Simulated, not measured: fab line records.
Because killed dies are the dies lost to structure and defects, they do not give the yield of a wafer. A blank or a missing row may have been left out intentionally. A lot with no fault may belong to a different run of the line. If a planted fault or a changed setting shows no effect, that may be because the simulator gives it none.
Chamber matching ; flow gf180mcu ; GF_V2_CVD_02 on pecvd-03: 3 sister chambers
The step deposits SiO2 from TEOS, target thk 850 nm, time 94.851 s. 3 wafers are shown with their chamber, then 7 later ones without.

WAFERS PAIRED WITH THEIR CHAMBERS
wafer;chamber;heater-power-w (W)
L092.3;0;887
L093.1;1;571
L093.3;2;894

WAFERS WITH NO CHAMBER GIVEN
wafer;heater-power-w (W)
L093.4;784
L094.2;778
L094.3;596
L094.5;849
L095.1;816
L095.5;572
L095.6;895

WHICH CHAMBER EACH ONE RAN IN
wafer;from the rows above;in truth
L093.4;can't be placed: 0 or 2 or 1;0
L094.2;can't be placed: 0 or 2 or 1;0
L094.3;1;1
L094.5;can't be placed: 0 or 2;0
L095.1;can't be placed: 0 or 2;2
L095.5;1;1
L095.6;can't be placed: 2 or 0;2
Placed correctly: 2 of 7. Can't be placed from these rows: 5 (the true chamber is among the candidates in 5). Wrongly placed: 0.
How it was worked out, from the rows above alone: a wafer's distance from a chamber is the root of the sum, over the readings, of the square of ((its reading less the chamber's mean) divided by the reading's scatter). The wafer belongs to the nearest chamber; if the next one is less than 2 further off, it can't be placed. The mean given for a chamber averages the wafers shown for that chamber. The scatter (one wafer shown for each chamber): square how far every hidden wafer sits from the nearest shown wafer, average those squares and take the square root.
